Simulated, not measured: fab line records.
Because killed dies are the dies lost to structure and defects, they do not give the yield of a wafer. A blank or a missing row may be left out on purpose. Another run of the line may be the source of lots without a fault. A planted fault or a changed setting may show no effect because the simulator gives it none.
8D (eight disciplines) problem report, filled in by code | flow sky130 | the parts of the form that need people (team, actions taken, sign-off) are left out

1. WHAT WENT WRONG
Wafers without a fault read 380.2 nm, standard deviation 2.7; cd_nm at SKY_SD_N_CD_MEAS_07 reads a mean of 401.2 nm on 9 wafers belonging to 3 lots. That puts it +7.8 standard deviations away from the usual mean.
The step: target cd 380 nm.
Earliest sighting: wafer L958.1 on cd_sem-02 at day 32 22:31. The record holds 39 wafers of 13 lots with a number at this step. Rule for "out" (also "out of limits"): further than 4 standard deviations from the usual mean. The rest of the wafers with a number are treated as sound.

2. WHAT IT IS, AND WHAT IT ISN'T
question                    | is                     | is not
which readings at this step | cd_nm                  | -
which lots                  | L958, L959, L960       | L943, L945, L946, L947, L948, L952, L954, L955, L957, L965
which wafers of those lots  | all that have a number | -
read on which gauges        | cd_sem-02              | cd_sem-01
when                        | from day 32 22:31      | up to then (27 sound wafers); but 3 sound wafers of L965 came after

3. THE SUSPECTS, EACH WITH WHAT RULES IT OUT
Counting: a tool at a process step up to the reading stays a suspect if it ran every lot that is out and no sound lot after the first of them.
- the gauge at SKY_SD_N_CD_MEAS_07: kept. All the wafers that are out were read on cd_sem-02, and no step on other tools shows them out.
- litho_track-03 at SKY_SD_N_DEVELOP_06 (develop time 60 s): kept. It processed each lot that is out, first L958 at day 32 22:22, and no sound lot thereafter; up to then, the last sound lot it processed was L957 at day 32 16:52.
Remaining after the count are litho_track-03 at SKY_SD_N_DEVELOP_06 and cd_sem-02 at SKY_SD_N_CD_MEAS_07.

4. THE CAUSE (what the simulator had put in)
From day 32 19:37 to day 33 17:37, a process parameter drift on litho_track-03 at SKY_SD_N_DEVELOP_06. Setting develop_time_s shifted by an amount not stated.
Counting leaves 2 suspects; this tool is one of them.

5. SEQUENCE OF EFFECTS, ordered by route
Rows list readings where the struck wafers' mean (over those with a number) sits beyond 3 standard deviations from the usual. Readings are gone through only where the record gives a usual standard deviation; hours: the median, over the lots, of the time from a lot's start at the first step in this table giving one to that lot's start at this step; sigmas: the change measured in usual standard deviations.
hours | step                | reading | usual    | on struck wafers | change | sigmas
0     | SKY_SD_N_CD_MEAS_07 | cd_nm   | 380.2 nm | 401.2            | +21.0  | +7.8
At these later measuring or inspecting steps, every struck wafer for which the step has a row has a number for every such reading, and none has moved that far: SKY_SD_N_RS_MEAS_17, SKY_LI_CONTACT_CD_MEAS_12.

6. WHAT WOULD HAVE CAUGHT IT SOONER
3 hours passed between the start of the fault at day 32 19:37 and the first reading out of limits at a measuring or inspecting step in this record, taken at day 32 22:31.
L959, L960, from the lots that are out (3), started SKY_SD_N_DEVELOP_06 on litho_track-03 later than day 32 22:31. A hold on the tool at that time would have spared those 2.
